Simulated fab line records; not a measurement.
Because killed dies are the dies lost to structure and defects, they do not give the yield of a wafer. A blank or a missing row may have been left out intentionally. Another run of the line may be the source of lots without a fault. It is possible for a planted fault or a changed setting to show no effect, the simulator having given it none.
What tool caused it?	flow sky130	Sampling: 10 lots, 30 wafers, 6 of 708 route steps

WHAT THE GAUGES READ, wafer by wafer
SKY_VIA1_THK_MEAS_23: measures by xrf.
lot	measured	on	VIA1_W_THK (nm)
L282	day 34 05:42	film metro-02	264 267 264
L285	day 35 12:33	film metro-02	262 262 262
L287	day 36 01:38	film metro-01	269 271 267
L290	day 37 08:43	film metro-02	269 271 268
L291	day 37 12:47	film metro-01	272 270 270
L294	day 38 08:43	film metro-01	272 271 270
L295	day 38 17:49	film metro-01	267 266 268
L298	day 39 13:25	film metro-02	272 273 272
L302	day 40 18:00	film metro-01	269 271 267
L303	day 40 23:13	film metro-03	273 269 271

SKY_METAL2_CD_MEAS_15 targets a cd of 140 nm.
lot	measured	on	cd nm (nm)
L282	day 35 08:47	cd sem-02	143.6 142.5 143.0
L285	day 36 15:17	cd sem-01	140.2 139.0 138.0
L287	day 37 04:05	cd sem-01	138.6 140.8 140.3
L290	day 38 10:30	cd sem-01	141.0 141.3 141.2
L291	day 38 14:23	cd sem-01	139.8 139.6 139.3
L294	day 39 10:06	cd sem-02	139.4 140.1 141.8
L295	day 39 19:14	cd sem-01	138.6 138.8 140.7
L298	day 40 14:15	cd sem-02	138.9 138.3 138.2
L302	day 41 17:50	cd sem-02	138.6 140.0 139.6
L303	day 41 23:56	cd sem-01	139.0 139.0 140.2

SKY_CAP2M_RS_MEAS_03: measures by four-point-probe.
lot	measured	on	CAP2M_TIN_RS (ohm/sq)
L282	day 39 21:15	film metro-02	6.92 6.88 6.88
L285	day 41 01:18	film metro-02	6.88 6.92 6.91
L287	day 41 13:49	film metro-04	6.90 6.81 6.91
L290	day 42 18:21	film metro-03	6.87 6.86 6.83
L291	day 42 22:05	film metro-02	7.04 6.99 7.05
L294	day 43 14:26	film metro-04	6.96 7.00 7.26 6.97 7.02 7.27
L295	day 43 23:02	film metro-02	6.96 6.96 7.29 6.95 6.98 7.29
L298	day 44 18:49	film metro-02	6.86 6.89 6.87
L302	day 45 18:09	film metro-03	6.91 6.90 6.88
L303	day 45 23:47	film metro-02	7.15 7.12 7.13

SKY_CAP2M_THK_MEAS_04: measures by xrf.
lot	measured	on	CAP2M_TIN_THK (nm)
L282	day 39 21:22	film metro-02	201.9 202.8 202.8
L285	day 41 01:25	film metro-02	201.9 200.7 202.3
L287	day 41 13:55	film metro-04	200.3 202.5 199.2
L290	day 42 18:28	film metro-03	198.9 198.7 201.0
L291	day 42 22:13	film metro-02	198.5 199.6 199.5
L294	day 43 16:11	film metro-04	198.4 196.3 189.2 198.5 196.7 190.6
L295	day 44 01:35	film metro-02	201.5 202.1 191.8 202.2 201.5 191.0
L298	day 44 18:56	film metro-02	204.6 203.4 204.2
L302	day 45 18:16	film metro-03	196.2 196.7 198.2
L303	day 45 23:53	film metro-02	194.9 195.4 194.3

WHICH TOOL RAN EACH LOT (tool, then ch and the chambers of the sampled wafers, then the start)
lot	SKY_METAL1_SPUTTER_01	SKY_CAP2M_SPUTTER_02
L282	pvd sputter-01, day 31 20:17	pvd sputter-01, day 39 21:07
L285	pvd sputter-02, day 33 04:47	pvd sputter-01, day 41 01:11
L287	pvd sputter-04, day 33 20:02	pvd sputter-02, day 41 13:40
L290	pvd sputter-01, day 35 03:26	pvd sputter-01, day 42 18:13
L291	pvd sputter-01, day 35 06:44	pvd sputter-02, day 42 21:59
L294	pvd sputter-04, day 36 02:47	pvd sputter-02, day 43 14:19
L295	pvd sputter-04, day 36 12:25	pvd sputter-02, day 43 22:56
L298	pvd sputter-04, day 37 08:20	pvd sputter-01, day 44 18:41
L302	pvd sputter-04, day 38 14:35	pvd sputter-01, day 45 18:02
L303	pvd sputter-01, day 38 20:05	pvd sputter-04, day 45 23:39
- SKY_METAL1_SPUTTER_01: material TiN, target thk 20 nm, time 16.7 s.
- SKY_CAP2M_SPUTTER_02: material TiN, target thk 200 nm, time 166.7 s.

AS READ BY THE TOOLS THEMSELVES (means over the sampled wafers that have a number; for cases with no such wafer, the mark the record gives instead)
SKY_METAL1_SPUTTER_01.
lot	tool	throttle valve pct (%)
L282	pvd sputter-01	28.9
L285	pvd sputter-02	28.2
L287	pvd sputter-04	29.8
L290	pvd sputter-01	28.4
L291	pvd sputter-01	30.1
L294	pvd sputter-04	30.0
L295	pvd sputter-04	29.8
L298	pvd sputter-04	30.7
L302	pvd sputter-04	29.9
L303	pvd sputter-01	28.9

SKY_CAP2M_SPUTTER_02.
lot	tool	throttle valve pct (%)
L282	pvd sputter-01	29.5
L285	pvd sputter-01	29.3
L287	pvd sputter-02	28.6
L290	pvd sputter-01	29.8
L291	pvd sputter-02	28.5
L294	pvd sputter-02	28.9
L295	pvd sputter-02	28.7
L298	pvd sputter-01	29.0
L302	pvd sputter-01	29.8
L303	pvd sputter-04	30.2

THE ANSWER, worked out from the rows above alone
Rule: the lots themselves supply what counts as usual. The widest of any qualifying gaps counts: lots, ordered by their means at a reading, are off when they make up no more than a third of the lots, leave a main group of 4 or more, and stand apart from it by 3 or more times the standard deviation of that group's means. If all means in a main group match to the digits the tables above print for the reading, that group is not used. A lot without any number at a reading at which 4 lots or more have one is off too. All remaining lots with rows at the step are treated as sound. Order of review: gauges by route order, followed by the tools' own readings, for which a lot's mean as printed above is used. The first step at which some lot is off is used, and at that step the reading that is off furthest; a lot without a number counts as furthest.
No lot is off on any of the readings shown, so nothing can be concluded from this.

WHAT THE SIMULATOR HAD PUT IN
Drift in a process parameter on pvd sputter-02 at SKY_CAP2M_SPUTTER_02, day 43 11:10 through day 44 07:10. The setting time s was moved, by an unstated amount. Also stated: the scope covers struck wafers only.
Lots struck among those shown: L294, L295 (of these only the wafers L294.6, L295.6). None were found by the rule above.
